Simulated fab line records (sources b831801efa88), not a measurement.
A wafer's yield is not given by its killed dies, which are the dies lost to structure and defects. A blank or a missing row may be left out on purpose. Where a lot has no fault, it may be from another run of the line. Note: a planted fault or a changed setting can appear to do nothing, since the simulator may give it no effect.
Tool commonality check | flow gf180mcu | Sampled: 15 lots, 45 wafers

REASON FOR OPENING
GF_HV_LDD_TW_MEAS_23, reading HV_LDD_2_TW: flagged on 3 of 15 lots. No-fault wafers: 1048, standard deviation 8.3.
Rule: flag the lot when none of its wafers has a number, or when each of its wafers that has one lies beyond 4 standard deviations from that mean. The rest of the lots are taken to be sound.

lot  | measured     | on            | HV_LDD_2_TW, wafer by wafer | flag
L197 | day 11 07:37 | film_metro-01 | 1037 1040 1041              |
L198 | day 11 08:52 | film_metro-01 | 1038 1044 1043              |
L199 | day 11 20:18 | film_metro-01 | 1049 1048 1042              |
L200 | day 12 06:49 | film_metro-03 | 1045 1037 1047              |
L201 | day 12 07:10 | film_metro-01 | 1046 1042 1042              |
L202 | day 12 08:58 | film_metro-03 | 1042 1039 1038              |
L205 | day 13 08:25 | film_metro-01 | 1041 1039 1040              |
L206 | day 13 17:26 | film_metro-02 | 1056 1058 1051              |
L207 | day 13 18:36 | film_metro-02 | 1313 1314 1315              | FLAGGED
L211 | day 15 02:42 | film_metro-01 | 1302 1307 1303              | FLAGGED
L212 | day 15 15:00 | film_metro-02 | 1308 1309 1315              | FLAGGED
L216 | day 17 01:17 | film_metro-02 | 1061 1054 1063              |
L218 | day 17 07:58 | film_metro-01 | 1050 1046 1045              |
L219 | day 17 15:04 | film_metro-03 | 1050 1053 1051              |
L220 | day 18 01:38 | film_metro-02 | 1052 1063 1056              |
Average over the flagged lots: 1310; offset from the usual +262, equal to +32 standard deviations.

LOT BY LOT: THE TOOL USED
The record keeps 1 process step preceding the reading, out of 602 steps on the route. Read each cell as the tool, then ch plus the chambers that the sampled wafers visited, then the start.
lot  | flag    | GF_HV_LDD_IMPLANT_21
L197 |         | implanter-03 ch 0, day 11 07:23
L198 |         | implanter-04 ch 0, day 11 08:38
L199 |         | implanter-03 ch 0, day 11 20:04
L200 |         | implanter-04 ch 0, day 12 06:34
L201 |         | implanter-03 ch 0, day 12 06:55
L202 |         | implanter-04 ch 0, day 12 08:43
L205 |         | implanter-02 ch 0, day 13 08:11
L206 |         | implanter-04 ch 0, day 13 17:11
L207 | FLAGGED | implanter-03 ch 0, day 13 18:02
L211 | FLAGGED | implanter-03 ch 0, day 15 02:08
L212 | FLAGGED | implanter-02 ch 0, day 15 14:26
L216 |         | implanter-02 ch 0, day 17 01:02
L218 |         | implanter-03 ch 0, day 17 07:43
L219 |         | implanter-03 ch 0, day 17 14:49
L220 |         | implanter-04 ch 0, day 18 01:25
What these steps do:
- GF_HV_LDD_IMPLANT_21
- GF_HV_LDD_TW_MEAS_23

FLAGGED OVER TOTAL, TOOL BY TOOL (the gauges that took the reading come last)
step                 | tool          | lots run | flagged | share of the flagged lots | sound lots run after its first flagged lot
GF_HV_LDD_IMPLANT_21 | implanter-02  | 3        | 1       | some                      | 1 (L216)
GF_HV_LDD_IMPLANT_21 | implanter-03  | 7        | 2       | some                      | 2 (L218,L219)
GF_HV_LDD_IMPLANT_21 | implanter-04  | 5        | 0       | none                      | -
GF_HV_LDD_TW_MEAS_23 | film_metro-01 | 7        | 1       | some                      | 1 (L218)
GF_HV_LDD_TW_MEAS_23 | film_metro-02 | 5        | 2       | some                      | 2 (L216,L220)
GF_HV_LDD_TW_MEAS_23 | film_metro-03 | 3        | 0       | none                      | -

WHAT IS ALLOWED BY THE TABLE
No row of the table ran every flagged lot.

WHAT WAS PUT IN BY THE SIMULATOR
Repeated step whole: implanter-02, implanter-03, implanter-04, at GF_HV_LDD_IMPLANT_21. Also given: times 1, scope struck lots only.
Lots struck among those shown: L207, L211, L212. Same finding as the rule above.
